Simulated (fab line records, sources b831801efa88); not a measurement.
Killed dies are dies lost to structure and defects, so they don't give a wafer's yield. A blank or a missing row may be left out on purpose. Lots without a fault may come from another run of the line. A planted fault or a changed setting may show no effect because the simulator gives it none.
Chamber matching | flow sky130 | SKY_PASSIVATION_ETCH_11 on rie_diel-01: 4 sister chambers
The step etches the open film in CF4/O2, stops on AlCu, target depth 725 nm, time 161.1 s. 20 wafers are shown with their chamber, then 10 later ones without.

WAFERS WITH THEIR CHAMBER
wafer  | chamber | drypump_motor_current_A (A) | oes_product_au (a.u.) | throttle_valve_pct (%)
L077.3 | 2       | 5.9                         | 0.959                 | 5.964
L077.4 | 1       | 5.4                         | 0.972                 | 5.955
L077.5 | 3       | 6.2                         | 0.970                 | 5.965
L080.3 | 2       | 5.9                         | 0.967                 | 5.954
L080.4 | 3       | 6.2                         | 0.973                 | 5.950
L080.6 | 3       | 6.2                         | 0.970                 | 5.969
L084.4 | 0       | 5.0                         | 0.963                 | 5.954
L084.5 | 0       | 5.0                         | 0.952                 | 5.954
L084.6 | 1       | 5.4                         | 0.972                 | 5.965
L085.1 | 0       | 5.0                         | 0.956                 | 5.972
L085.2 | 1       | 5.4                         | 0.966                 | 5.972
L085.3 | 3       | 6.2                         | 0.973                 | 5.948
L087.3 | 2       | 5.9                         | 0.973                 | 5.965
L087.4 | 0       | 5.0                         | 0.963                 | 5.963
L087.6 | 3       | 6.2                         | 0.976                 | 5.973
L093.2 | 3       | 6.2                         | 0.969                 | 5.973
L093.3 | 0       | 5.0                         | 0.967                 | 5.946
L093.6 | 3       | 6.1                         | 0.967                 | 5.969
L094.2 | 2       | 5.9                         | 0.969                 | 5.976
L094.3 | 3       | 6.2                         | 0.972                 | 5.963

SIGNATURES (means of the wafers above)
reading                 | chamber 0 | chamber 1 | chamber 2 | chamber 3 | scatter within a chamber
drypump_motor_current_A | 5.000     | 5.400     | 5.900     | 6.188     | 0.0234
oes_product_au          | 0.96020   | 0.97000   | 0.96700   | 0.97125   | 0.00454
throttle_valve_pct      | 5.95780   | 5.96400   | 5.96475   | 5.96375   | 0.00952
Rule: a wafer's distance from a chamber is the root of the sum, over the readings, of the square of ((its reading less the chamber's mean) divided by the reading's scatter). The wafer belongs to the nearest chamber; if the next one is less than 2 further off, it can't be placed. The scatter: the root of (the sum of the squares of (reading less its chamber's mean) over the shown wafers, divided by (wafers less chambers)).

WAFERS WITHOUT THEIR CHAMBER
wafer  | drypump_motor_current_A (A) | oes_product_au (a.u.) | throttle_valve_pct (%)
L094.4 | 5.4                         | 0.964                 | 5.967
L095.2 | 5.0                         | 0.960                 | 5.943
L095.5 | 6.1                         | 0.969                 | 5.954
L095.6 | 5.0                         | 0.955                 | 5.939
L096.4 | 5.0                         | 0.961                 | 5.953
L096.5 | 5.0                         | 0.953                 | 5.957
L096.6 | 6.2                         | 0.977                 | 5.960
L097.1 | 5.0                         | 0.954                 | 5.949
L097.3 | 6.2                         | 0.972                 | 5.973
L097.6 | 5.4                         | 0.978                 | 5.960

WHICH CHAMBER EACH WENT THROUGH
wafer  | from the rows above | in truth
L094.4 | 1                   | 1
L095.2 | 0                   | 0
L095.5 | 3                   | 3
L095.6 | 0                   | 0
L096.4 | 0                   | 0
L096.5 | 0                   | 0
L096.6 | 3                   | 3
L097.1 | 0                   | 0
L097.3 | 3                   | 3
L097.6 | 1                   | 1
Placed correctly: 10 of 10. Can't be placed from these rows: 0. Placed wrongly: 0.
